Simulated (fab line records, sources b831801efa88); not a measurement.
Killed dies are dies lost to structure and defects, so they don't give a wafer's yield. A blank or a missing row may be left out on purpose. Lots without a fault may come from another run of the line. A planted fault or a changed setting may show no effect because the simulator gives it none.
fab line records | flow gf180mcu
record lots=15 wafers=45 last_day=34
route steps=602 shown HV_LDD@228 CONTACT@303 M1@329 V1@356
lots that met no fault: from a run of the same line without faults
start_h: hours from the record's first day to the start of the lot's first wafer shown | wait_h: hours since the lot's step before | " the same as in the row above | L1.1+2: a row that stands for several wafers | - no value, or no start given | * or withheld: withheld | < > ~ a bound
route shown NAME@n: a module of which the file shows steps, and the number in the route of the first | usual: mean/standard deviation of fault-free wafers | same: alike in all rows | chamber/n: place in a boat | sites: the reading at each site | _std_site: their standard deviation | _edge_site: outer sites' mean less inner sites' | radius_mm: how far each site lies from the wafer's centre | mask NAME#n: copy n | behind: the tool/chamber that last shaped the wafer | hold: why the lot was held/for how many hours/how that ended | device: the transistor (n, p or np) that didn't switch | end of line: the same wafers' tests at the end of the route | a step without rows: its recipe alone | killed: dies lost to structure and defects at the first sort, not the wafer's yield | map: a wafer's dies, x killed, . not, _ none there
set.NAME: the setting as run; set.NAME@STEP: as run at that earlier step | model.NAME: the simulator's own value behind a step, which no gauge read
steps of the route over a sample of lots; a table a step, a row a wafer
services: from which hour (start_h, from the record's first day; less than 0 if before it) a tool's chamber was out of use, for how many hours, and why
## steps
# step GF_HV_LDD_RTA_52
# recipe temp_c=1000 time_s=10 ambient=N2
# usual anneal_temp_c_max=1005.6/1.2 chamber_o2_ppm=1.999/0.023 lamp_power_pct=34.9/0.89 wafer_temp_C_max=1003.5/0.75
# columns lot.wafer tool chamber start_h wait_h anneal_temp_c_max chamber_o2_ppm lamp_power_pct wafer_temp_C_max
L803.1 rtp_anneal-02 0 275.50 0.0 1006.7 1.986 34.4 1004.3
L803.4 " 0 " " 1004.7 1.998 34.4 1003.2
L803.6 " 0 " " 1004.7 1.991 34.4 1003.3
L804.1 rtp_anneal-02 0 280.70 0.0 1005.0 1.978 34.5 1002.7
L804.2 " 0 " " 1006.4 2.024 34.4 1001.9
L804.5 " 0 " " 1004.4 1.946 34.4 1003.6
L805.1 rtp_anneal-02 0 285.92 0.0 1005.0 1.998 34.3 1003.6
L805.3 " 0 " " 1006.9 2.005 34.4 1002.6
L805.6 " 0 " " 1006.9 2.021 34.4 1003.6
L806.1 rtp_anneal-02 0 296.17 0.0 1005.8 2.022 34.4 1003.4
L806.5 " 0 " " 1005.8 1.999 34.4 1002.7
L806.6 " 0 " " 1006.9 2.026 34.4 1004.7
L807.3 rtp_anneal-01 0 300.17 0.0 1004.2 1.993 36.4 1004.8
L807.4 " 0 " " 1004.1 2.018 36.5 1004.6
L807.6 " 0 " " 1004.7 2.025 36.5 1002.3
L808.1 rtp_anneal-01 0 313.65 0.0 1005.3 2.033 36.5 1004.2
L808.4 " 0 " " 1005.8 1.987 36.5 1002.6
L808.6 " 0 " " 1004.1 1.979 36.5 1003.9
L809.1 rtp_anneal-02 - 320.84 0.0 - - - -
L809.2 " - " " - - - -
L809.6 " - " " - - - -
L810.3 rtp_anneal-02 - 327.55 0.0 - - - -
L810.4 " - " " - - - -
L810.5 " - " " - - - -
L811.3 rtp_anneal-01 - 337.25 0.0 - - - -
L811.5 " - " " - - - -
L811.6 " - " " - - - -
L815.1 rtp_anneal-02 0 371.79 0.0 1006.0 1.973 34.4 1004.1
L815.4 " 0 " " 1007.1 1.971 34.4 1003.6
L815.6 " 0 " " 1006.2 1.972 34.4 1004.6
L820.1 rtp_anneal-02 0 416.79 0.0 1006.1 2.029 34.4 1004.6
L820.5 " 0 " " 1006.4 2.022 34.4 1005.1
L820.6 " 0 " " 1005.6 1.997 34.4 1004.3
L822.2 rtp_anneal-02 0 427.60 0.0 1007.4 1.987 34.4 1003.6
L822.5 " 0 " " 1004.6 1.975 34.4 1003.2
L822.6 " 0 " " 1005.7 1.961 34.4 1003.6
L823.1 rtp_anneal-02 0 432.14 0.0 1005.0 2.012 34.4 1001.9
L823.2 " 0 " " 1005.7 2.009 34.4 1003.6
L823.6 " 0 " " 1005.0 2.008 34.4 1002.3
L825.1 rtp_anneal-02 0 451.89 0.0 1007.1 2.036 34.4 1003.6
L825.2 " 0 " " 1005.8 1.972 34.4 1003.4
L825.6 " 0 " " 1006.3 1.991 34.5 1003.6
L826.4 rtp_anneal-01 0 461.92 0.0 1003.5 2.016 36.4 1005.0
L826.5 " 0 " " 1003.8 1.990 36.4 1002.6
L826.6 " 0 " " 1004.0 2.001 36.5 1004.6
# step GF_HV_LDD_RS_MEAS_53
# recipe thk_meas_gauge=four-point-probe
# usual HV_LDD_RS=419.2/0.92
# columns lot.wafer tool chamber start_h wait_h HV_LDD_RS[ohm/sq]
L803.1 film_metro-04 - 275.56 0.1 420.3
L803.4 " - " " 420.7
L803.6 " - " " 422.1
L804.1 film_metro-03 - 280.77 0.1 416.8
L804.2 " - " " 418.4
L804.5 " - " " 418.3
L805.1 film_metro-04 - 285.99 0.1 418.5
L805.3 " - " " 420.1
L805.6 " - " " 418.1
L806.1 film_metro-04 - 296.24 0.1 420.4
L806.5 " - " " 419.4
L806.6 " - " " 419.7
L807.3 film_metro-04 - 300.26 0.1 419.7
L807.4 " - " " 420.0
L807.6 " - " " 420.9
L808.1 film_metro-01 - 313.72 0.1 418.3
L808.4 " - " " 418.9
L808.6 " - " " 419.3
L809.1 film_metro-03 - 320.91 0.1 -
L809.2 " - " " -
L809.6 " - " " -
L810.3 film_metro-03 - 327.63 0.1 -
L810.4 " - " " -
L810.5 " - " " -
L811.3 film_metro-01 - 337.33 0.1 -
L811.5 " - " " -
L811.6 " - " " -
L815.1 film_metro-03 - 371.86 0.1 418.8
L815.4 " - " " 419.8
L815.6 " - " " 419.0
L820.1 film_metro-04 - 416.86 0.1 419.7
L820.5 " - " " 420.3
L820.6 " - " " 420.8
L822.2 film_metro-01 - 427.68 0.1 419.3
L822.5 " - " " 418.9
L822.6 " - " " 419.4
L823.1 film_metro-01 - 432.21 0.1 417.8
L823.2 " - " " 418.6
L823.6 " - " " 419.1
L825.1 film_metro-01 - 451.96 0.1 419.1
L825.2 " - " " 419.2
L825.6 " - " " 419.1
L826.4 film_metro-01 - 462.01 0.1 419.0
L826.5 " - " " 418.1
L826.6 " - " " 418.0
# step GF_CONTACT_ETCH_16
# recipe chemistry=N2/H2 target_depth_a=withheld overetch_a=withheld time_s=withheld target=BARC ion_energy_ev=200 source_w=500 bias_w=100 pressure_mtorr=30 n2_flow_sccm=100 h2_flow_sccm=200
# usual drypump_motor_current_A=5.8/0.55 h2_flow_sccm=200.0/0.66 oes_product_au=0.855/0.0046 throttle_valve_pct=13.224/0.009
# columns lot.wafer tool chamber start_h wait_h drypump_motor_current_A h2_flow_sccm oes_product_au throttle_valve_pct
L803.1 rie_diel-02 1 364.53 0.0 5.8 200.4 0.858 13.244
L803.4 " 1 " " 5.9 199.8 0.857 13.225
L803.6 " 2 " " 5.1 199.8 0.854 13.228
L804.1 rie_diel-01 2 375.04 0.0 5.9 199.7 0.852 13.237
L804.2 " 0 " " 5.8 199.8 0.852 13.238
L804.5 " 1 " " 5.5 199.6 0.856 13.218
L805.1 rie_diel-03 0 379.62 0.0 6.6 200.7 0.860 13.219
L805.3 " 3 " " 6.3 200.3 0.856 13.228
L805.6 " 1 " " 4.8 199.3 0.855 13.219
L806.1 rie_diel-02 3 390.83 0.0 5.7 199.5 0.855 13.231
L806.5 " 1 " " 5.8 199.5 0.856 13.222
L806.6 " 0 " " 6.4 199.5 0.851 13.228
L807.3 rie_diel-03 1 395.53 0.0 4.9 199.2 0.858 13.212
L807.4 " 0 " " 6.6 199.9 0.857 13.235
L807.6 " 0 " " 6.6 199.9 0.856 13.209
L808.1 rie_diel-02 3 409.18 0.0 5.7 200.2 0.852 13.224
L808.4 " 1 " " 5.8 200.6 0.863 13.229
L808.6 " 3 " " 5.7 200.8 0.859 13.221
L815.1 rie_diel-02 1 473.11 0.0 5.8 200.1 0.844 13.229
L815.4 " 0 " " 6.4 201.5 0.860 13.226
L815.6 " 1 " " 5.8 200.7 0.855 13.233
L820.1 rie_diel-03 0 517.88 0.0 6.6 199.6 0.850 13.219
L820.5 " 2 " " 5.6 201.2 0.850 13.226
L820.6 " 1 " " 4.9 200.9 0.852 13.218
L822.2 rie_diel-02 2 527.93 0.0 5.2 200.2 0.852 13.228
L822.5 " 3 " " 5.7 200.2 0.865 13.228
L822.6 " 2 " " 5.1 200.5 0.847 13.226
L823.1 rie_diel-03 2 532.28 0.0 5.5 200.5 0.855 13.228
L823.2 " 0 " " 6.6 200.3 0.855 13.231
L823.6 " 2 " " 5.6 200.4 0.857 13.215
L825.1 rie_diel-03 0 549.83 0.0 6.6 199.9 0.858 13.220
L825.2 " 1 " " 4.8 199.9 0.859 13.238
L825.6 " 3 " " 6.3 199.5 0.858 13.228
L826.4 rie_diel-03 1 559.83 0.0 4.9 199.6 0.857 13.220
L826.5 " 0 " " 6.6 199.6 0.854 13.222
L826.6 " 3 " " 6.3 200.0 0.849 13.234
# step GF_M1_CD_MEAS_14
# recipe target_cd_nm=230
# usual cd_nm=229.8/1.4
# columns lot.wafer tool chamber start_h wait_h cd_nm
L803.1 cd_sem-01 - 389.07 0.1 229.1
L803.4 " - " " 230.4
L803.6 " - " " 228.4
L804.1 cd_sem-01 - 399.62 0.1 232.5
L804.2 " - " " 232.2
L804.5 " - " " 231.9
L805.1 cd_sem-02 - 404.51 0.1 229.3
L805.3 " - " " 228.5
L805.6 " - " " 230.1
L806.1 cd_sem-01 - 415.86 0.1 230.0
L806.5 " - " " 230.6
L806.6 " - " " 230.2
L807.3 cd_sem-02 - 420.71 0.1 230.3
L807.4 " - " " 228.1
L807.6 " - " " 228.4
L808.1 cd_sem-01 - 434.81 0.1 231.5
L808.4 " - " " 231.2
L808.6 " - " " 230.7
L815.1 cd_sem-01 - 497.55 0.1 230.1
L815.4 " - " " 231.0
L815.6 " - " " 230.7
L820.1 cd_sem-02 - 542.01 0.1 228.8
L820.5 " - " " 227.3
L820.6 " - " " 228.9
L822.2 cd_sem-02 - 552.27 0.1 228.5
L822.5 " - " " 228.6
L822.6 " - " " 228.7
L823.1 cd_sem-01 - 555.86 0.1 230.5
L823.2 " - " " 228.7
L823.6 " - " " 231.3
L825.1 cd_sem-01 - 572.93 0.2 230.0
L825.2 " - " " 230.5
L825.6 " - " " 230.2
L826.4 cd_sem-02 - 582.58 0.1 231.2
L826.5 " - " " 231.1
L826.6 " - " " 231.3
# step GF_V1_SPUTTER_21
# recipe material=Ti target_thk_nm=15 chamber_pressure_pa=5 power_w=2500 substrate_temp_c=200 time_s=78.43
# usual throttle_valve_pct=29.8/0.93
# columns lot.wafer tool chamber start_h wait_h throttle_valve_pct
L803.1 pvd_sputter-01 - 415.54 0.0 30.0
L803.4 " - " " 30.8
L803.6 " - " " 29.7
L804.1 pvd_sputter-04 - 426.37 0.0 29.3
L804.2 " - " " 30.7
L804.5 " - " " 30.7
L805.1 pvd_sputter-03 - 430.23 0.0 29.8
L805.3 " - " " 31.2
L805.6 " - " " 31.0
L806.1 pvd_sputter-04 - 442.39 0.0 30.9
L806.5 " - " " 29.7
L806.6 " - " " 28.2
L807.3 pvd_sputter-01 - 447.09 0.0 29.7
L807.4 " - " " 29.6
L807.6 " - " " 29.8
L808.1 pvd_sputter-03 - 461.30 0.0 28.7
L808.4 " - " " 30.8
L808.6 " - " " 29.7
L815.1 pvd_sputter-04 - 523.17 0.0 29.3
L815.4 " - " " 30.7
L815.6 " - " " 29.2
L820.1 pvd_sputter-03 - 566.64 0.0 28.6
L820.5 " - " " 29.5
L820.6 " - " " 31.3
L822.2 pvd_sputter-01 - 576.48 0.0 29.4
L822.5 " - " " 30.1
L822.6 " - " " 29.3
L823.1 pvd_sputter-03 - 580.27 0.0 30.9
L823.2 " - " " 28.7
L823.6 " - " " 30.8
L825.1 pvd_sputter-04 - 596.15 0.0 29.2
L825.2 " - " " 27.9
L825.6 " - " " 29.9
L826.4 pvd_sputter-03 - 605.77 0.0 30.8
L826.5 " - " " 29.8
L826.6 " - " " 28.6
## services
# columns tool chamber start_h hours kind
pvd_sputter-01 - 253.25 1.1 repair
pvd_sputter-04 - 272.09 1.3 repair
rie_diel-03 2 306.65 4.6 repair
rie_diel-03 0 342.14 8.1 repair
pvd_sputter-01 - 355.30 2.8 repair
rie_diel-03 2 372.62 3.9 repair
rie_diel-03 3 375.42 1.3 repair
rie_diel-01 3 379.82 8.6 repair
pvd_sputter-01 - 421.59 3.7 repair
pvd_sputter-04 - 428.73 4.3 repair
pvd_sputter-04 - 438.88 1.6 repair
rie_diel-03 2 454.46 6.9 repair
rie_diel-01 1 457.05 13.5 repair
pvd_sputter-01 - 470.32 4.6 repair
rie_diel-01 1 484.48 4.1 repair
rie_diel-01 - 486.58 2.8 pm
rie_diel-01 2 489.53 1.3 repair
rie_diel-02 3 507.45 5.8 repair
rie_diel-01 2 536.86 11.7 repair
rie_diel-02 1 552.64 3.1 repair
rie_diel-03 - 562.90 0.9 repair
rie_diel-03 1 570.82 14.4 repair
pvd_sputter-03 - 600.52 3.6 repair
rtp_anneal-01 - 602.32 3.6 pm
## key
first_sign step=GF_HV_LDD_RTA_52 reading=tool_record direction=missing
effect step=GF_HV_LDD_RS_MEAS_53 reading=HV_LDD_RS direction=missing
met_at GF_HV_LDD_RTA_52
struck_lots L809,L810,L811
later_rows_left_out L809.1,L809.2,L809.6,L810.3,L810.4,L810.5,L811.3,L811.5,L811.6
sort_left_out L809.1,L809.2,L809.6,L810.3,L810.4,L810.5,L811.3,L811.5,L811.6
tester_left_out L809,L810,L811
not_acting_at GF_CONTACT_ETCH_16,GF_M1_CD_MEAS_14,GF_V1_SPUTTER_21
onset_between 313.65 320.84
fault kind=skipped_step_whole tool=rtp_anneal-01,rtp_anneal-02 chamber=- onset_h=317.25 steps=GF_HV_LDD_RTA_52 scope=struck_lots_only
# tester_left_out: of these lots the tester's yield and bins aren't shown, on N5 and GAA mostly nor the transistor test; their killed dies are dies lost to structure and defects alone, not to doping, threshold or leakage, so they don't give the yield
# sort_left_out: the simulated sort isn't trusted on such a fault, so these wafers' sort isn't shown, and their yield isn't known
# later_rows_left_out: the simulator's readings of these wafers behind a module that went badly wrong aren't trusted and aren't shown, but for the sort
